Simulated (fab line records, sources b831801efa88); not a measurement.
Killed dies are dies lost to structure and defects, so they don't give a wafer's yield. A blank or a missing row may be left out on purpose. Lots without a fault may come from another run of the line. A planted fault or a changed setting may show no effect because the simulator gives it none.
fab line records | flow sky130
record lots=5 wafers=15 last_day=50
route steps=708 shown METAL5@680 PASSIVATION@681 PAD_OPEN@694
lots that met no fault: from a run of the same line without faults
start_h: hours from the record's first day to the start of the lot's first wafer shown | wait_h: hours since the lot's step before | " the same as in the row above | L1.1+2: a row that stands for several wafers | - no value, or no start given | * or withheld: withheld | < > ~ a bound
route shown NAME@n: a module of which the file shows steps, and the number in the route of the first | usual: mean/standard deviation of fault-free wafers | same: alike in all rows | chamber/n: place in a boat | sites: the reading at each site | _std_site: their standard deviation | _edge_site: outer sites' mean less inner sites' | radius_mm: how far each site lies from the wafer's centre | mask NAME#n: copy n | behind: the tool/chamber that last shaped the wafer | hold: why the lot was held/for how many hours/how that ended | device: the transistor (n, p or np) that didn't switch | end of line: the same wafers' tests at the end of the route | a step without rows: its recipe alone | killed: dies lost to structure and defects at the first sort, not the wafer's yield | map: a wafer's dies, x killed, . not, _ none there
set.NAME: the setting as run; set.NAME@STEP: as run at that earlier step | model.NAME: the simulator's own value behind a step, which no gauge read
lots at some steps of the route; a table a step, a row a wafer
services: from which hour (start_h, from the record's first day; less than 0 if before it) a tool's chamber was out of use, for how many hours, and why
## steps
# step SKY_METAL5_CLEAN_19
# recipe chemistry=O3/DIW dry=n2_spin
# step SKY_PASSIVATION_CVD_00
# recipe material=SiO2 target_thk_nm=90 temp_c=400 time_s=withheld rf_w=600
# usual heater_power_w=640/120 rf_fwd_power_W=589/3.2
# columns lot.wafer tool chamber start_h wait_h heater_power_w rf_fwd_power_W
L690.1 pecvd-01 2 1048.56 0.0 556 587
L690.4 " 0 " " 492 589
L690.5 " 1 " " 599 587
L694.1 pecvd-01 0 1050.31 0.0 585 591
L694.2 " 1 " " 642 586
L694.6 " 2 " " 492 586
L695.1 pecvd-04 1 1064.57 0.0 616 594
L695.2 " 0 " " 639 590
L695.4 " 2 " " 878 593
L697.1 pecvd-01 1 1087.48 0.0 561 584
L697.3 " 0 " " 506 590
L697.6 " 2 " " 491 588
L710.2 pecvd-01 1 1164.73 0.0 638 585
L710.4 " 0 " " 479 591
L710.5 " 1 " " 645 585
# step SKY_PASSIVATION_THK_MEAS_01
# recipe reads=SiO2_of_PASSIVATION_CVD_00
# usual PASSIVATION_CVD_00_THK=89.8/1.2
# columns lot.wafer tool chamber start_h wait_h PASSIVATION_CVD_00_THK[nm]
L690.1 film_metro-01 - 1048.58 - 88.5
L690.4 " - " " 91.5
L690.5 " - " " 90.2
L694.1 film_metro-04 - 1050.33 - 89.5
L694.2 " - " " 89.6
L694.6 " - " " 91.2
L695.1 film_metro-01 - 1064.59 - 88.5
L695.2 " - " " 87.4
L695.4 " - " " 89.8
L697.1 film_metro-02 - 1087.50 - 90.5
L697.3 " - " " 89.5
L697.6 " - " " 90.8
L710.2 film_metro-02 - 1164.76 - 89.1
L710.4 " - " " 90.4
L710.5 " - " " 90.7
# step SKY_PASSIVATION_CVD_02
# recipe material=Si3N4 target_thk_nm=540 temp_c=400 time_s=withheld rf_w=450
# usual heater_power_w=695/120 rf_fwd_power_W=449.1/1.5
# columns lot.wafer tool chamber start_h wait_h heater_power_w rf_fwd_power_W
L690.1 pecvd-02 1 1048.64 0.1 781 446.6
L690.4 " 0 " " 860 448.3
L690.5 " 2 " " 561 449.6
L694.1 pecvd-02 1 1050.39 0.1 676 451.3
L694.2 " 0 " " 764 447.1
L694.6 " 2 " " 689 447.5
L695.1 pecvd-02 2 1064.65 0.1 677 448.7
L695.2 " 0 " " 819 447.5
L695.4 " 0 " " 858 447.5
L697.1 pecvd-04 0 1087.56 0.1 557 450.6
L697.3 " 1 " " 635 447.6
L697.6 " 2 " " 1005 446.9
L710.2 pecvd-04 2 1164.81 0.0 863 448.5
L710.4 " 1 " " 647 448.5
L710.5 " 0 " " 555 449.8
# step SKY_PASSIVATION_THK_MEAS_03
# recipe reads=Si3N4_of_PASSIVATION_CVD_02
# usual PASSIVATION_CVD_02_THK=538/6.2
# columns lot.wafer tool chamber start_h wait_h PASSIVATION_CVD_02_THK[nm]
L690.1 film_metro-04 - 1048.87 - 532
L690.4 " - " " 543
L690.5 " - " " 545
L694.1 film_metro-02 - 1050.62 - 534
L694.2 " - " " 540
L694.6 " - " " 542
L695.1 film_metro-02 - 1064.88 - 539
L695.2 " - " " 531
L695.4 " - " " 542
L697.1 film_metro-01 - 1087.78 - 538
L697.3 " - " " 539
L697.6 " - " " 541
L710.2 film_metro-01 - 1165.05 - 529
L710.4 " - " " 541
L710.5 " - " " 542
# step SKY_PASSIVATION_DEHYDRATE_04
# recipe temp_c=200 time_s=60
# step SKY_PASSIVATION_HMDS_05
# recipe prime_time_s=60 prime_temp_c=120
# step SKY_PASSIVATION_COAT_06
# recipe spin_rpm=2000 resist_thk_nm=3000
# step SKY_PASSIVATION_SOFTBAKE_07
# recipe temp_c=110 time_s=withheld
# step SKY_PASSIVATION_EXPOSE_08
# recipe mask_id=NSM target_cd_nm=3000 na=0.57 dose_mj=260
# step SKY_PASSIVATION_PEB_09
# recipe temp_c=115 time_s=withheld
# step SKY_PASSIVATION_DEVELOP_10
# recipe develop_time_s=61.54 dev_temp_c=23
# step SKY_PASSIVATION_ETCH_11
# recipe chemistry=CF4/O2 target_depth_nm=725 stop_on=AlCu source_w=800 bias_w=150 pressure_mtorr=150 cf4_flow_sccm=80 O2_flow_sccm=10 time_s=161.1
# usual O2_flow_sccm=10.00/0.031 drypump_motor_current_A=5.7/0.44 oes_product_au=0.975/0.0064 rf_fwd_power_W=797.1/2.5 throttle_valve_pct=5.964/0.0092
# columns lot.wafer tool chamber start_h wait_h O2_flow_sccm drypump_motor_current_A oes_product_au rf_fwd_power_W rf_hours_counter_h throttle_valve_pct model.PASSIVATION.feature_depth_nm model.etch.depth_nm model.coat_of_PASSIVATION_COAT_06.thk_nm
L690.1 rie_diel-04 3 1069.31 - 9.95 6.6 0.972 798.4 8 5.945 693.8 693.8 2514
L690.4 " 0 " " 10.03 5.5 0.981 796.9 14 5.978 707.9 707.9 2518
L690.5 " 1 " " 9.97 5.9 0.983 797.1 - 5.952 710.1 710.1 2517
L694.1 rie_diel-01 3 1071.62 - 10.01 6.0 0.979 796.8 22 5.959 699.5 699.5 2517
L694.2 " 0 " " 10.01 6.3 0.979 797.2 23 5.970 705.8 705.8 2514
L694.6 " 1 " " 10.02 5.2 0.979 794.9 - 5.953 708.1 708.1 2517
L695.1 rie_diel-04 3 1085.72 - 10.02 6.6 0.917 669.6 8 5.938 624.3 624.3 2589
L695.2 " 1 " " 10.01 6.0 0.962 797.5 21 5.964 692 692 2512
L695.4 " 0 " " 10.05 5.5 0.975 794.4 15 5.967 705.9 705.9 2525
L697.1 rie_diel-02 0 1107.87 - 9.98 5.9 0.976 801.7 13 5.954 702.9 702.9 2516
L697.3 " 1 " " 10.01 6.0 0.976 798.6 3 5.960 703.6 703.6 2517
L697.6 " 3 " " 10.02 5.7 0.975 796.2 - 5.971 705.3 705.3 2532
L710.2 rie_diel-02 2 1181.86 - 10.02 5.7 0.961 798.3 18 5.981 692.6 692.6 2522
L710.4 " 3 " " 9.99 5.7 0.976 794.1 20 5.967 706.2 706.2 2522
L710.5 " 1 " " 9.96 6.0 0.979 798.3 - 5.970 707.5 707.5 2544
# step SKY_PASSIVATION_STRIP_12
# recipe chemistry=O2/N2 power_w=1400 pressure_mtorr=1500 platen_temp_c=withheld overash_fraction=0.7 o2_flow_sccm=3000 n2_flow_sccm=300
# usual drypump_motor_current_A=5.6/0.54 oes_product_au=0.661/0.0042 strip_time_to_endpoint_s=31.56/0.12
# columns lot.wafer tool chamber start_h wait_h drypump_motor_current_A oes_product_au rf_hours_counter_h strip_time_to_endpoint_s
L690.1 plasma_asher-02 1 1069.42 0.1 4.8 0.655 92 31.49
L690.4 " 1 " " 4.8 0.662 - 31.54
L690.5 " 0 " " 5.8 0.670 - 31.54
L694.1 plasma_asher-01 1 1071.73 0.1 5.9 0.656 33 31.53
L694.2 " 0 " " 5.5 0.658 33 31.48
L694.6 " 1 " " 6.0 0.659 - 31.53
L695.1 plasma_asher-03 0 1085.82 0.1 6.5 0.658 2 32.35
L695.2 " 1 " " 5.5 0.655 2 31.48
L695.4 " 0 " " 6.5 0.660 - 31.62
L697.1 plasma_asher-03 0 1107.97 0.1 6.5 0.664 4 31.51
L697.3 " 1 " " 5.5 0.670 - 31.53
L697.6 " 1 " " 5.5 0.663 - 31.69
L710.2 plasma_asher-02 1 1181.97 0.1 4.9 0.666 102 31.57
L710.4 " 0 " " 5.7 0.663 - 31.59
L710.5 " 0 " " 5.7 0.665 - 31.87
# step SKY_PAD_OPEN_DEHYDRATE_00
# recipe temp_c=200 time_s=58.43
## services
# columns tool chamber start_h hours kind
pecvd-04 - 1025.13 4.2 repair
rie_diel-04 - 1029.02 0.7 repair
plasma_asher-02 - 1032.09 2.8 pm
pecvd-01 0 1040.15 5.5 scheduled_down
rie_diel-02 - 1043.35 2.1 repair
rie_diel-01 3 1055.24 6.4 repair
plasma_asher-03 - 1055.32 9.0 pm
rie_diel-01 - 1059.36 2.8 pm
plasma_asher-01 - 1061.48 2.2 repair
pecvd-01 - 1069.33 0.9 repair
pecvd-02 - 1070.67 28.1 pm
pecvd-01 2 1073.43 5.5 scheduled_down
pecvd-04 - 1099.08 5.5 pm
pecvd-01 0 1104.91 23.7 repair
pecvd-01 0 1128.62 2.1 scheduled_down
rie_diel-04 2 1135.04 3.2 repair
pecvd-02 2 1148.49 5.8 repair
plasma_asher-02 - 1162.74 1.5 repair
pecvd-02 0 1165.75 6.1 repair
rie_diel-02 0 1170.55 5.4 repair
rie_diel-04 - 1173.65 0.5 repair
pecvd-01 0 1180.62 - clean
pecvd-01 0 1180.62 - consumable_replace:showerhead
pecvd-01 0 1180.62 29.0 scheduled_down
## key
first_sign step=SKY_PASSIVATION_ETCH_11 reading=rf_fwd_power_W direction=down sigmas=52 usual=797.1 struck=669.6
effect step=SKY_PASSIVATION_ETCH_11 reading=oes_product_au direction=down sigmas=9.1 usual=0.975 struck=0.917
effect step=SKY_PASSIVATION_STRIP_12 reading=strip_time_to_endpoint_s direction=up sigmas=6.8 usual=* struck=*
model_effect step=SKY_PASSIVATION_ETCH_11 value=PASSIVATION.feature_depth_nm without=702.1 struck=624.3
met_at SKY_PASSIVATION_ETCH_11
struck_wafers L695.1
sort_left_out L695.1
onset_between 1069.31 1085.72
fault kind=process_parameter_drift tool=rie_diel-04 chamber=3 onset_h=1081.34 steps=SKY_PASSIVATION_ETCH_11 channel=source_w offset=-128 shape=step end_h=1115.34 acts_in=these_recipes_only stated=800
# sort_left_out: the simulated sort isn't trusted on such a fault, so these wafers' sort isn't shown, and their yield isn't known
